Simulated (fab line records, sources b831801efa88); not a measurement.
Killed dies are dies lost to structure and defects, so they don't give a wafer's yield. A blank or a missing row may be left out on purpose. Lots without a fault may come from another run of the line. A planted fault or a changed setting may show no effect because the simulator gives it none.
A struck lot beside a sound one | flow sky130 | 21 steps out of a route of 708
Sound: wafers L918.1, L918.3, L918.6. Struck: wafers L922.1, L922.2, L922.3. The cause comes at the end.
At each step with rows: each side's tool, then ch and its chambers, then its first start. Under that, the readings that differ: sound wafers | struck wafers | difference of the means | sigmas: that difference in standard deviations of wafers without a fault.
alike: readings whose means differ by less than 2 such deviations, and words and numbers that are the same on both sides. not compared: withheld readings, readings that some wafer has no value for, bounds like >300 that may hide the same value, and numbers for which the record gives no deviation and whose values overlap.
The two part at a step that has a row with sigmas, a row that says differs or no value, or rows on one side only. Numbers that don't overlap but have no deviation are shown without sigmas and don't part them. A reading that every wafer of one side lacks parts them only if that side has two wafers or more.

first, 6 steps without rows for these wafers: SKY_LDD_N_IMPLANT_10; SKY_LDD_N_IMPLANT_11; SKY_LDD_N_IMPLANT_12; SKY_LDD_N_IMPLANT_13; SKY_LDD_N_IMPLANT_14; SKY_LDD_N_IMPLANT_15.
SKY_LDD_N_STRIP_16: strips in O2/N2.
  sound on plasma_asher-02 ch 0,1, day 18 18:57; struck on plasma_asher-04 ch 0,1, day 20 05:53
  alike: drypump_motor_current_A, oes_product_au, strip_time_to_endpoint_s
  not compared: rf_hours_counter_h
SKY_LDD_N_TW_MEAS_17:
  sound on film_metro-04, day 18 19:03; struck on film_metro-02, day 20 05:59
  alike: LDD_N_TW
then, 4 steps without rows for these wafers: SKY_LDD_P_DEHYDRATE_00 (time 60 s); SKY_LDD_P_HMDS_01 (prime time 60 s); SKY_LDD_P_COAT_02 (resist thk 1140 nm); SKY_LDD_P_SOFTBAKE_03 (time 60 s).
SKY_LDD_P_EXPOSE_04: exposes mask PSDM, target cd 380 nm.
  sound on iline_stepper-01 ch 0, day 19 11:35; struck on iline_stepper-01 ch 0, day 20 22:13
  reading | sound                | struck                  | difference | sigmas
  mask    | PSDM#0 PSDM#0 PSDM#0 | HVNTM#0 HVNTM#0 HVNTM#0 | differs    |
then, 2 steps without rows for these wafers: SKY_LDD_P_PEB_05; SKY_LDD_P_DEVELOP_06 (develop time 62.21 s).
SKY_LDD_P_CD_MEAS_07: target cd 380 nm.
  sound on cd_sem-02, day 20 02:35; struck on cd_sem-02, day 21 13:01
  reading    | sound             | struck | difference                    | sigmas
  cd_nm (nm) | 379.2 378.2 376.2 | - - -  | no value on the struck wafers |
SKY_LDD_P_OVL_MEAS_08:
  sound on overlay-02, day 20 02:43; struck on overlay-01, day 21 13:08
  reading        | sound         | struck | difference                    | sigmas
  LDD_P_OVL (nm) | 0.3 -0.6 -1.5 | - - -  | no value on the struck wafers |
then, 1 step without rows for these wafers: SKY_LDD_P_IMPLANT_09.
SKY_LDD_P_STRIP_10: strips in O2/N2.
  sound on plasma_asher-04 ch 0,1, day 20 02:54; struck on plasma_asher-01 ch 0,1, day 21 13:19
  alike: drypump_motor_current_A, oes_product_au, strip_time_to_endpoint_s
  not compared: rf_hours_counter_h
SKY_LDD_P_TW_MEAS_11:
  sound on film_metro-02, day 20 03:00; struck on film_metro-01, day 21 13:25
  reading  | sound       | struck   | difference | sigmas
  LDD_P_TW | 648 650 647 | 30 30 30 | -618       | -69
then, 1 step without rows for these wafers: SKY_LDD_HVN_DEHYDRATE_00 (time 60 s).

WHERE THEY PART
First at SKY_LDD_P_EXPOSE_04; last, within this record, at SKY_LDD_P_TW_MEAS_11.

WHY: what the simulator had put in
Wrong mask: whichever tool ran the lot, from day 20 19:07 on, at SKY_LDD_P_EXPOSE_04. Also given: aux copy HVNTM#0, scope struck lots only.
